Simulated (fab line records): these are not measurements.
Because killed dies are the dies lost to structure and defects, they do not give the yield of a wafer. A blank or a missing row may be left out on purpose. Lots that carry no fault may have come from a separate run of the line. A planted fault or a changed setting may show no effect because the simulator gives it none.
fab line records | flow gf180mcu
record: lots: 12 | wafers: 36 | lastDay: 33
route steps=602 shown VT_IMPLANT@108 HV_LDD@210 NSD@242
lots with no fault: from the same line, run without faults
startH: the number of hours between the record's first day and the start of the first shown wafer of the lot | waitH: time in hours since the lot's previous step | " as in the row above | L1.1+2: several wafers, shown together as one row | - no value, or no start was given | * or withheld: withheld | < > ~ a bound
route shown NAME@n: NAME is a module with steps in the file, n the number in the route of the first one | usual: mean and standard deviation over wafers with no fault | same: alike in all rows | chamber/n: place in a boat | sites: readings site by site | _std_site: the standard deviation of these | _edge_site: the outer-site mean with the inner-site mean subtracted | radiusMm: for every site, how far away it sits from the centre of the wafer | mask NAME#n: copy n | behind: the most recent tool/chamber to have shaped the wafer | hold: cause of the lot's hold/its duration in hours/its outcome | device: whichever transistor did not switch (one of n, p or np) | end of line: the route-end tests of the same wafers | a step given without rows: its recipe and nothing more | killed: at the first sort, the dies lost to defects and structure; wafer yield is something else | map: shows each die of a wafer: x if killed, . if not, _ if none is there
set.NAME: the run value of the setting; set.NAME@STEP: its run value at that earlier step | model.NAME: the simulator's own value behind a step, which no gauge read
route steps across a sampled set of lots; one table per step, one row per wafer
services: from which hour (startH, from the record's first day; less than 0 if before it) a tool's chamber was out of use, for how many hours, and why
== steps ==
step: GF_VT_IMPLANT_OVL_MEAS_18
usual: VT_IMPLANT_01_OVL: -0.1/1.5
lot.wafer | tool       | chamber | startH | waitH | VT_IMPLANT_01_OVL[nm]
L347.1    | overlay-02 | -       | 134.71 | 0.1   | -0.5
L347.2    | "          | -       | "      | "     | -0.2
L347.6    | "          | -       | "      | "     | -0.8
L349.1    | overlay-01 | -       | 143.61 | 0.1   | 2.3
L349.5    | "          | -       | "      | "     | 2.0
L349.6    | "          | -       | "      | "     | 1.7
L350.2    | overlay-02 | -       | 149.31 | 0.1   | -2.1
L350.4    | "          | -       | "      | "     | -3.4
L350.6    | "          | -       | "      | "     | -3.1
L351.3    | overlay-02 | -       | 161.42 | 0.1   | -0.7
L351.5    | "          | -       | "      | "     | -0.1
L351.6    | "          | -       | "      | "     | -1.1
L352.4    | overlay-01 | -       | 163.93 | 0.1   | -1.7
L352.5    | "          | -       | "      | "     | -0.4
L352.6    | "          | -       | "      | "     | -1.3
L353.1    | overlay-01 | -       | 170.81 | 0.1   | 0.4
L353.3    | "          | -       | "      | "     | 1.4
L353.6    | "          | -       | "      | "     | 2.1
L354.1    | overlay-01 | -       | 175.91 | 0.1   | -0.6
L354.2    | "          | -       | "      | "     | -2.2
L354.6    | "          | -       | "      | "     | -2.5
L355.4    | overlay-02 | -       | 181.18 | 0.1   | -0.3
L355.5    | "          | -       | "      | "     | 0.1
L355.6    | "          | -       | "      | "     | -1.8
L359.1    | overlay-02 | -       | 207.56 | 0.1   | -2.0
L359.5    | "          | -       | "      | "     | -2.7
L359.6    | "          | -       | "      | "     | -0.6
L360.1    | overlay-01 | -       | 211.46 | 0.1   | 0.2
L360.3    | "          | -       | "      | "     | 2.0
L360.5    | "          | -       | "      | "     | 1.0
L364.1    | overlay-01 | -       | 236.86 | 0.1   | -0.9
L364.5    | "          | -       | "      | "     | -0.7
L364.6    | "          | -       | "      | "     | -0.9
L365.2    | overlay-02 | -       | 243.36 | 0.1   | 0.9
L365.4    | "          | -       | "      | "     | 0.9
L365.6    | "          | -       | "      | "     | 2.5
step: GF_HV_LDD_IMPLANT_34
recipe: species: P | energyKev: 60 | doseCm2: 7.5e+12 | tiltDeg: 30 | rotationDeg: 90
usual: endStationPressureTorr: 5.04e-06/2.7e-07 | faradayCurrentUA: 42.3/0.92 | implantIonAmu: 31/0 | rotationDeg: 90.001/0.025 | tiltDeg: 30.001/0.019
lot.wafer | tool         | chamber | startH | waitH | endStationPressureTorr | faradayCurrentUA | implantIonAmu | rotationDeg | tiltDeg
L347.1    | implanter-02 | 0       | 258.81 | 0.1   | 5.04e-06               | 41.8             | 31            | 90.037      | 30.023
L347.2    | "            | 0       | "      | "     | 5.33e-06               | 42.1             | 31            | 90.025      | 29.997
L347.6    | "            | 0       | "      | "     | 5.71e-06               | 43.4             | 31            | 90.048      | 30.016
L349.1    | implanter-02 | 0       | 272.96 | 0.1   | 4.65e-06               | 43.0             | 31            | 89.985      | 29.991
L349.5    | "            | 0       | "      | "     | 4.77e-06               | 41.8             | 31            | 90.019      | 29.978
L349.6    | "            | 0       | "      | "     | 4.72e-06               | 42.7             | 31            | 89.977      | 29.955
L350.2    | implanter-03 | 0       | 279.99 | 0.1   | 5.22e-06               | 43.0             | 31            | 89.990      | 29.991
L350.4    | "            | 0       | "      | "     | 5.37e-06               | 42.7             | 31            | 89.991      | 30.009
L350.6    | "            | 0       | "      | "     | 4.51e-06               | 41.7             | 31            | 89.983      | 30.028
L351.3    | implanter-03 | 0       | 294.11 | 0.1   | 5.41e-06               | 44.0             | 31            | 90.025      | 30.015
L351.5    | "            | 0       | "      | "     | 5.27e-06               | 42.8             | 31            | 89.992      | 30.021
L351.6    | "            | 0       | "      | "     | 5.05e-06               | 42.7             | 31            | 90.014      | 30.001
L352.4    | implanter-03 | 0       | 301.79 | 0.1   | 4.68e-06               | 42.0             | 31            | 89.954      | 29.992
L352.5    | "            | 0       | "      | "     | 5.07e-06               | 42.7             | 31            | 89.968      | 30.010
L352.6    | "            | 0       | "      | "     | 5.65e-06               | 41.4             | 31            | 89.962      | 29.998
L353.1    | implanter-03 | 0       | 308.77 | 0.1   | 4.96e-06               | 41.8             | 31            | 90.002      | 29.991
L353.3    | "            | 0       | "      | "     | 5.35e-06               | 41.5             | 31            | 89.999      | 29.976
L353.6    | "            | 0       | "      | "     | 5.42e-06               | 41.3             | 31            | 89.993      | 30.003
L354.1    | implanter-02 | 0       | 318.47 | 0.1   | 5.23e-06               | 42.9             | 31            | 89.990      | 29.996
L354.2    | "            | 0       | "      | "     | 4.83e-06               | 42.7             | 31            | 90.006      | 30.008
L354.6    | "            | 0       | "      | "     | 4.97e-06               | 44.3             | 31            | 89.961      | 30.014
L355.4    | implanter-02 | 0       | 326.49 | 0.1   | 5.18e-06               | 42.7             | 31            | 90.010      | 30.017
L355.5    | "            | 0       | "      | "     | 4.53e-06               | 42.4             | 31            | 90.012      | 29.997
L355.6    | "            | 0       | "      | "     | 5.15e-06               | 41.9             | 31            | 90.019      | 30.002
L359.1    | implanter-03 | 0       | 358.16 | 0.1   | 4.95e-06               | 41.0             | 31            | 89.974      | 29.994
L359.5    | "            | 0       | "      | "     | 4.93e-06               | 44.1             | 31            | 89.987      | 29.998
L359.6    | "            | 0       | "      | "     | 4.65e-06               | 40.4             | 31            | 90.014      | 30.006
L360.1    | implanter-01 | 0       | 361.96 | 0.1   | 4.77e-06               | 43.2             | 31            | 90.008      | 30.015
L360.3    | "            | 0       | "      | "     | 5.28e-06               | 41.6             | 31            | 90.037      | 30.007
L360.5    | "            | 0       | "      | "     | 5.29e-06               | 41.3             | 31            | 90.028      | 30.027
L364.1    | implanter-03 | 0       | 389.02 | 0.1   | 4.96e-06               | 40.3             | 75            | 90.023      | 29.990
L364.5    | "            | 0       | "      | "     | 5.35e-06               | 42.1             | 75            | 90.008      | 30.001
L364.6    | "            | 0       | "      | "     | 5.06e-06               | 41.8             | 75            | 90.028      | 29.985
L365.2    | implanter-02 | 0       | 394.89 | 0.1   | 4.97e-06               | 42.3             | 75            | 89.964      | 30.007
L365.4    | "            | 0       | "      | "     | 4.53e-06               | 43.1             | 75            | 89.993      | 30.013
L365.6    | "            | 0       | "      | "     | 4.64e-06               | 41.3             | 75            | 89.992      | 29.996
step: GF_HV_LDD_STRIP_37
recipe: chemistry: O2/N2 | powerW: 1400 | pressureMtorr: 1500 | platenTempC: 250 | o2FlowSccm: 3000 | n2FlowSccm: 300 | overashFraction: 0.5
usual: drypumpMotorCurrentA: 5.8/0.31 | heaterPowerW: 338/32 | oesProductAu: 0.716/0.0046 | stripTimeToEndpointS: 12.64/0.034
lot.wafer | tool           | chamber | startH | waitH | drypumpMotorCurrentA | heaterPowerW | oesProductAu | rfHoursCounterH | stripTimeToEndpointS
L347.1    | plasmaAsher-01 | 1       | 259.26 | 0.1   | 6.0                  | 301          | 0.711        | 14              | 12.58
L347.2    | "              | 0       | "      | "     | 5.4                  | 379          | 0.712        | 14              | 12.61
L347.6    | "              | 1       | "      | "     | 6.0                  | 298          | 0.714        | -               | 12.63
L349.1    | plasmaAsher-04 | 1       | 273.41 | 0.1   | 6.3                  | 390          | 0.716        | 63              | 12.62
L349.5    | "              | 1       | "      | "     | 6.3                  | 380          | 0.716        | -               | 12.65
L349.6    | "              | 0       | "      | "     | 5.5                  | 304          | 0.713        | -               | 12.64
L350.2    | plasmaAsher-01 | 1       | 280.42 | 0.1   | 6.0                  | 302          | 0.711        | 16              | 12.65
L350.4    | "              | 1       | "      | "     | 6.0                  | 299          | 0.710        | -               | 12.65
L350.6    | "              | 1       | "      | "     | 6.0                  | 307          | 0.716        | -               | 12.64
L351.3    | plasmaAsher-01 | 0       | 294.55 | 0.1   | 5.4                  | 374          | 0.723        | -               | 12.72
L351.5    | "              | 1       | "      | "     | 6.0                  | 301          | 0.718        | -               | 12.71
L351.6    | "              | 0       | "      | "     | 5.4                  | 376          | 0.710        | -               | 12.72
L352.4    | plasmaAsher-01 | 0       | 302.20 | 0.1   | 5.4                  | 369          | 0.715        | -               | 12.68
L352.5    | "              | 1       | "      | "     | 6.0                  | 302          | 0.711        | -               | 12.62
L352.6    | "              | 0       | "      | "     | 5.4                  | 374          | 0.714        | -               | 12.63
L353.1    | plasmaAsher-01 | 1       | 309.22 | 0.1   | 6.0                  | 298          | 0.709        | 19              | 12.69
L353.3    | "              | 0       | "      | "     | 5.4                  | 367          | 0.720        | -               | 12.68
L353.6    | "              | 1       | "      | "     | 6.0                  | 305          | 0.717        | -               | 12.70
L354.1    | plasmaAsher-02 | 1       | 318.92 | 0.1   | 6.1                  | 321          | 0.711        | 59              | 12.61
L354.2    | "              | 0       | "      | "     | 5.6                  | 331          | 0.713        | 59              | 12.66
L354.6    | "              | 0       | "      | "     | 5.6                  | 328          | 0.716        | -               | 12.59
L355.4    | plasmaAsher-01 | 1       | 326.90 | 0.1   | 6.0                  | 303          | 0.721        | -               | 12.63
L355.5    | "              | 1       | "      | "     | 6.0                  | 302          | 0.714        | -               | 12.69
L355.6    | "              | 0       | "      | "     | 5.4                  | 370          | 0.707        | -               | 12.67
L359.1    | plasmaAsher-01 | 1       | 358.61 | 0.1   | 6.0                  | 305          | 0.722        | 24              | 12.69
L359.5    | "              | 0       | "      | "     | 5.4                  | 371          | 0.708        | -               | 12.64
L359.6    | "              | 1       | "      | "     | 6.0                  | 299          | 0.723        | -               | 12.67
L360.1    | plasmaAsher-01 | 1       | 362.41 | 0.1   | 6.0                  | 304          | 0.710        | 24              | 12.61
L360.3    | "              | 0       | "      | "     | 5.4                  | 371          | 0.718        | -               | 12.65
L360.5    | "              | 0       | "      | "     | 5.4                  | 364          | 0.721        | -               | 12.65
L364.1    | plasmaAsher-02 | 0       | 389.47 | 0.1   | 5.6                  | 331          | 0.718        | 66              | 12.61
L364.5    | "              | 1       | "      | "     | 6.0                  | 322          | 0.725        | -               | 12.65
L364.6    | "              | 0       | "      | "     | 5.6                  | 337          | 0.716        | -               | 12.64
L365.2    | plasmaAsher-04 | 0       | 395.32 | 0.1   | 5.5                  | 311          | 0.717        | 77              | 12.64
L365.4    | "              | 1       | "      | "     | 6.3                  | 402          | 0.717        | -               | 12.68
L365.6    | "              | 1       | "      | "     | 6.3                  | 381          | 0.728        | -               | 12.64
step: GF_HV_LDD_TW_MEAS_38
usual: HV_LDD_3_TW: 1440/13
lot.wafer | tool         | chamber | startH | waitH | HV_LDD_3_TW
L347.1    | filmMetro-04 | -       | 259.36 | 0.1   | 1423
L347.2    | "            | -       | "      | "     | 1422
L347.6    | "            | -       | "      | "     | 1417
L349.1    | filmMetro-02 | -       | 273.51 | 0.1   | 1450
L349.5    | "            | -       | "      | "     | 1441
L349.6    | "            | -       | "      | "     | 1444
L350.2    | filmMetro-04 | -       | 280.53 | 0.1   | 1426
L350.4    | "            | -       | "      | "     | 1426
L350.6    | "            | -       | "      | "     | 1421
L351.3    | filmMetro-02 | -       | 294.63 | 0.1   | 1450
L351.5    | "            | -       | "      | "     | 1447
L351.6    | "            | -       | "      | "     | 1446
L352.4    | filmMetro-03 | -       | 302.29 | 0.1   | 1449
L352.5    | "            | -       | "      | "     | 1451
L352.6    | "            | -       | "      | "     | 1450
L353.1    | filmMetro-02 | -       | 309.32 | 0.1   | 1452
L353.3    | "            | -       | "      | "     | 1448
L353.6    | "            | -       | "      | "     | 1454
L354.1    | filmMetro-04 | -       | 319.02 | 0.1   | 1425
L354.2    | "            | -       | "      | "     | 1424
L354.6    | "            | -       | "      | "     | 1424
L355.4    | filmMetro-04 | -       | 327.00 | 0.1   | 1428
L355.5    | "            | -       | "      | "     | 1429
L355.6    | "            | -       | "      | "     | 1425
L359.1    | filmMetro-03 | -       | 358.71 | 0.1   | 1456
L359.5    | "            | -       | "      | "     | 1455
L359.6    | "            | -       | "      | "     | 1451
L360.1    | filmMetro-03 | -       | 362.51 | 0.1   | 1443
L360.3    | "            | -       | "      | "     | 1444
L360.5    | "            | -       | "      | "     | 1440
L364.1    | filmMetro-02 | -       | 389.57 | 0.1   | 1599
L364.5    | "            | -       | "      | "     | 1598
L364.6    | "            | -       | "      | "     | 1601
L365.2    | filmMetro-04 | -       | 395.43 | 0.1   | 1589
L365.4    | "            | -       | "      | "     | 1575
L365.6    | "            | -       | "      | "     | 1582
step: GF_HV_LDD_RS_MEAS_53
recipe: thkMeasGauge: four-point-probe
usual: HV_LDD_RS: 418.4/0.85
lot.wafer | tool         | chamber | startH | waitH | HV_LDD_RS[ohm/sq]
L347.1    | filmMetro-02 | -       | 277.89 | 0.1   | 417.6
L347.2    | "            | -       | "      | "     | 418.3
L347.6    | "            | -       | "      | "     | 417.4
L349.1    | filmMetro-02 | -       | 293.19 | 0.1   | 418.1
L349.5    | "            | -       | "      | "     | 417.5
L349.6    | "            | -       | "      | "     | 417.7
L350.2    | filmMetro-03 | -       | 301.31 | 0.1   | 419.1
L350.4    | "            | -       | "      | "     | 417.9
L350.6    | "            | -       | "      | "     | 420.8
L351.3    | filmMetro-04 | -       | 315.48 | 0.1   | 420.6
L351.5    | "            | -       | "      | "     | 420.0
L351.6    | "            | -       | "      | "     | 419.8
L352.4    | filmMetro-04 | -       | 323.60 | 0.1   | 418.8
L352.5    | "            | -       | "      | "     | 419.4
L352.6    | "            | -       | "      | "     | 419.5
L353.1    | filmMetro-03 | -       | 331.04 | 0.1   | 416.9
L353.3    | "            | -       | "      | "     | 417.8
L353.6    | "            | -       | "      | "     | 417.9
L354.1    | filmMetro-04 | -       | 340.84 | 0.1   | 419.2
L354.2    | "            | -       | "      | "     | 418.8
L354.6    | "            | -       | "      | "     | 418.7
L355.4    | filmMetro-04 | -       | 348.70 | 0.1   | 420.1
L355.5    | "            | -       | "      | "     | 418.5
L355.6    | "            | -       | "      | "     | 418.1
L359.1    | filmMetro-02 | -       | 381.29 | 0.1   | 417.7
L359.5    | "            | -       | "      | "     | 417.6
L359.6    | "            | -       | "      | "     | 418.3
L360.1    | filmMetro-02 | -       | 385.64 | 0.1   | 417.6
L360.3    | "            | -       | "      | "     | 418.7
L360.5    | "            | -       | "      | "     | 418.6
L364.1    | filmMetro-02 | -       | 413.51 | 0.1   | 438.0
L364.5    | "            | -       | "      | "     | 438.6
L364.6    | "            | -       | "      | "     | 438.0
L365.2    | filmMetro-03 | -       | 418.81 | 0.1   | 439.8
L365.4    | "            | -       | "      | "     | 438.7
L365.6    | "            | -       | "      | "     | 438.1
step: GF_NSD_CD_MEAS_07
recipe: targetCdNm: 400
usual: cdNm: 400.0/2
lot.wafer | tool     | chamber | startH | waitH | cdNm
L347.1    | cdSem-02 | -       | 300.91 | 0.1   | 399.5
L347.2    | "        | -       | "      | "     | 399.6
L347.6    | "        | -       | "      | "     | 401.1
L349.1    | cdSem-01 | -       | 316.41 | 0.1   | 401.7
L349.5    | "        | -       | "      | "     | 399.4
L349.6    | "        | -       | "      | "     | 402.3
L350.2    | cdSem-02 | -       | 326.38 | 0.1   | 397.3
L350.4    | "        | -       | "      | "     | 395.5
L350.6    | "        | -       | "      | "     | 394.2
L351.3    | cdSem-01 | -       | 339.05 | 0.1   | 398.7
L351.5    | "        | -       | "      | "     | 400.5
L351.6    | "        | -       | "      | "     | 398.9
L352.4    | cdSem-01 | -       | 348.42 | 0.1   | 401.1
L352.5    | "        | -       | "      | "     | 400.5
L352.6    | "        | -       | "      | "     | 401.6
L353.1    | cdSem-02 | -       | 355.61 | 0.1   | 398.9
L353.3    | "        | -       | "      | "     | 399.0
L353.6    | "        | -       | "      | "     | 396.3
L354.1    | cdSem-01 | -       | 365.06 | 0.1   | 402.8
L354.2    | "        | -       | "      | "     | 399.6
L354.6    | "        | -       | "      | "     | 400.8
L355.4    | cdSem-01 | -       | 373.46 | 0.1   | 400.1
L355.5    | "        | -       | "      | "     | 400.3
L355.6    | "        | -       | "      | "     | 400.9
L359.1    | cdSem-02 | -       | 406.20 | 0.1   | 400.4
L359.5    | "        | -       | "      | "     | 397.1
L359.6    | "        | -       | "      | "     | 399.7
L360.1    | cdSem-01 | -       | 410.65 | 0.1   | 397.6
L360.3    | "        | -       | "      | "     | 399.5
L360.5    | "        | -       | "      | "     | 394.9
L364.1    | cdSem-02 | -       | 440.05 | 0.1   | 402.9
L364.5    | "        | -       | "      | "     | 401.4
L364.6    | "        | -       | "      | "     | 401.1
L365.2    | cdSem-01 | -       | 444.87 | 0.1   | 399.9
L365.4    | "        | -       | "      | "     | 401.1
L365.6    | "        | -       | "      | "     | 400.9
== services ==
tool           | chamber | startH | hours | kind
implanter-02   | -       | 274.85 | 3.3   | repair
implanter-01   | -       | 281.59 | 9.0   | pm
implanter-02   | -       | 284.44 | 1.2   | repair
implanter-01   | -       | 299.47 | 5.5   | repair
implanter-03   | -       | 323.73 | 11.6  | pm
implanter-02   | -       | 334.08 | 4.7   | pm
plasmaAsher-02 | -       | 353.05 | 1.7   | repair
implanter-02   | -       | 353.61 | 5.1   | pm
plasmaAsher-01 | -       | 384.65 | 11.0  | repair
== key ==
firstSign: step: GF_HV_LDD_IMPLANT_34 | reading: implantIonAmu | direction: up | sigmas: 99+ | usual: 31 | struck: 75
effect: step: GF_HV_LDD_TW_MEAS_38 | reading: HV_LDD_3_TW | direction: up | sigmas: 12 | usual: 1440 | struck: 1591
effect: step: GF_HV_LDD_RS_MEAS_53 | reading: HV_LDD_RS | direction: up | sigmas: 24 | usual: 418.4 | struck: 438.6
metAt GF_HV_LDD_IMPLANT_34
struckLots L364,L365
testerLeftOut L364,L365
notActingAt GF_VT_IMPLANT_OVL_MEAS_18,GF_HV_LDD_STRIP_37,GF_NSD_CD_MEAS_07
onsetBetween 358.16 389.02
fault: kind: wrongRecipeDownload | tool: implanter-01,implanter-02,implanter-03 | chamber: - | onsetH: 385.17 | steps: GF_HV_LDD_IMPLANT_34 | wrongRecipe.notListed: 1
testerLeftOut: of these lots the tester's yield and bins aren't shown, on N5 and GAA mostly nor the transistor test; their killed dies are dies lost to structure and defects alone, not to doping, threshold or leakage, so they don't give the yield
